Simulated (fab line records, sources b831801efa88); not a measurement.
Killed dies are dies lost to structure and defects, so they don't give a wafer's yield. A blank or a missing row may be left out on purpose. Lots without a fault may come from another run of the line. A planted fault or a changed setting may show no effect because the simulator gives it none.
fab line records | flow sfq_line
record lots=15 wafers=43 last_day=86
route steps=325 shown M3@129
lots that met no fault: from a run of the same line without faults
start_h: hours from the record's first day to the start of the lot's first wafer shown | wait_h: hours since the lot's step before | " the same as in the row above | L1.1+2: a row that stands for several wafers | - no value, or no start given | * or withheld: withheld | < > ~ a bound
route shown NAME@n: a module of which the file shows steps, and the number in the route of the first | usual: mean/standard deviation of fault-free wafers | same: alike in all rows | chamber/n: place in a boat | sites: the reading at each site | _std_site: their standard deviation | _edge_site: outer sites' mean less inner sites' | radius_mm: how far each site lies from the wafer's centre | mask NAME#n: copy n | behind: the tool/chamber that last shaped the wafer | hold: why the lot was held/for how many hours/how that ended | device: the transistor (n, p or np) that didn't switch | end of line: the same wafers' tests at the end of the route | a step without rows: its recipe alone | killed: dies lost to structure and defects at the first sort, not the wafer's yield | map: a wafer's dies, x killed, . not, _ none there
set.NAME: the setting as run; set.NAME@STEP: as run at that earlier step | model.NAME: the simulator's own value behind a step, which no gauge read
steps of the route over a sample of lots; a table a step, a row a wafer
services: from which hour (start_h, from the record's first day; less than 0 if before it) a tool's chamber was out of use, for how many hours, and why
## steps
# step SFQ_TRILAYER_M3_BARC_OPEN_METAL_ETCH_100
# recipe mask_material=PR chemistry=O2 target_depth_nm=125 target=BARC icp_w=600 bias_w=80 pressure_mtorr=10 time_s=41.7
# usual bias_w=80.00/0.23 drypump_motor_current_A=5.8/0.38 oes_product_au=0.685/0.0044 run_length_s=70.2/0.8
# columns lot.wafer tool chamber start_h wait_h bias_w drypump_motor_current_A oes_product_au rf_hours_counter_h run_length_s
L823.1 rie_metal-02 0 947.62 0.0 79.83 5.4 0.678 13 69.9
L823.2 " 1 " " 80.00 6.2 0.684 32 70.9
L823.3 " 1 " " 80.46 6.2 0.687 - 70.8
L824.2 rie_metal-04 1 950.02 0.0 80.07 5.6 0.683 125 69.4
L824.4 " 0 " " 80.17 5.7 0.685 - 70.3
L824.6 " 1 " " 79.66 5.6 0.688 - 69.3
L827.1 rie_metal-04 0 957.22 0.0 79.45 5.7 0.692 71 70.2
L827.2 " 1 " " 79.94 5.6 0.683 126 69.3
L827.5 " 0 " " 79.62 5.7 0.682 - 70.1
L828.1 rie_metal-02 0 960.82 0.0 79.76 5.4 0.687 15 70.1
L828.3 " 0 " " 79.64 5.4 0.681 - 70.0
L828.4 " 1 " " 80.16 6.2 0.687 - 70.5
L830.1 rie_metal-04 0 964.42 0.0 80.38 5.7 0.689 72 70.6
L830.4 " 0 " " 80.23 5.7 0.679 - 70.1
L830.6 " 1 " " 80.14 5.5 0.692 - 69.2
L831.1 rie_metal-02 1 970.42 0.0 79.88 6.2 0.682 37 70.5
L831.3 " 0 " " 80.19 5.4 0.685 - 69.8
L831.4 " 1 " " 80.12 6.2 0.678 - 70.3
L832.1 rie_metal-04 0 974.02 0.0 80.11 5.7 0.691 74 70.1
L832.2 " 1 " " 80.20 5.5 0.682 129 69.6
L832.3 " 0 " " 79.99 5.7 0.690 - 70.4
L833.2 rie_metal-02 0 1014.62 0.0 79.76 5.4 0.685 23 69.9
L833.3 " 1 " " 80.23 6.2 0.679 - 70.4
L833.6 " 1 " " 79.80 6.2 0.683 - 71.1
L835.2 rie_metal-04 0 1018.22 0.0 79.79 5.7 0.683 83 70.7
L835.3 " 0 " " 79.84 5.7 0.678 - 70.1
L835.4 " 1 " " 79.85 5.5 0.681 - 69.1
L836.2 rie_metal-02 0 1019.42 0.0 80.15 5.4 0.652 25 74.7
L836.3 " 1 " " 79.99 6.2 0.690 - 70.2
L836.5 " 0 " " 79.80 5.5 0.686 - 70.3
L837.3 rie_metal-04 0 1020.64 0.0 80.19 5.7 0.693 - 70.3
L837.4 " 1 " " 80.10 5.5 0.692 - 69.8
L837.6 " 1 " " 79.83 5.6 0.684 - 69.5
L838.2 rie_metal-02 0 1021.82 0.0 79.99 5.5 0.651 25 74.7
L838.6 " 0 " " 79.91 5.4 0.657 - 75.0
L840.2 rie_metal-02 0 1024.22 0.0 80.24 5.4 0.657 26 74.7
L840.6 " 1 " " 80.49 6.2 0.654 - 75.7
L845.2 rie_metal-02 0 1205.00 0.0 79.92 5.4 0.685 53 69.9
L845.4 " 1 " " 80.24 6.2 0.682 - 70.3
L845.5 " 0 " " 79.91 5.4 0.688 - 70.3
L846.2 rie_metal-02 0 1223.03 0.0 80.06 5.4 0.684 55 73.3
L846.3 " 0 " " 79.89 5.4 0.684 - 73.5
L846.6 " 1 " " 80.12 6.2 0.684 - 73.6
## services
# columns tool chamber start_h hours kind
rie_metal-04 1 980.74 - clean
rie_metal-04 1 980.74 30.2 scheduled_down
rie_metal-04 1 980.74 30.2 vent_cycle
rie_metal-04 - 991.43 1.4 pm
rie_metal-04 - 1098.12 1.1 repair
rie_metal-04 - 1112.83 39.6 repair
rie_metal-02 0 1119.61 12.4 repair
rie_metal-02 - 1220.02 2.8 pm
## key
first_sign step=SFQ_TRILAYER_M3_BARC_OPEN_METAL_ETCH_100 reading=oes_product_au direction=down sigmas=6.9 usual=0.685 struck=0.654
effect step=SFQ_TRILAYER_M3_BARC_OPEN_METAL_ETCH_100 reading=run_length_s direction=up sigmas=5.9 usual=* struck=*
met_at SFQ_TRILAYER_M3_BARC_OPEN_METAL_ETCH_100
struck_lots L836,L838,L840
struck_wafers L836.2,L838.2,L838.6,L840.2,L840.6
onset_between 1014.62 1019.42
fault kind=process_parameter_drift tool=rie_metal-02 chamber=- onset_h=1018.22 steps=SFQ_TRILAYER_M3_BARC_OPEN_METAL_ETCH_100 channel=time_s offset=* shape=step end_h=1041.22 scope=struck_wafers_only acts_in=* stated=*
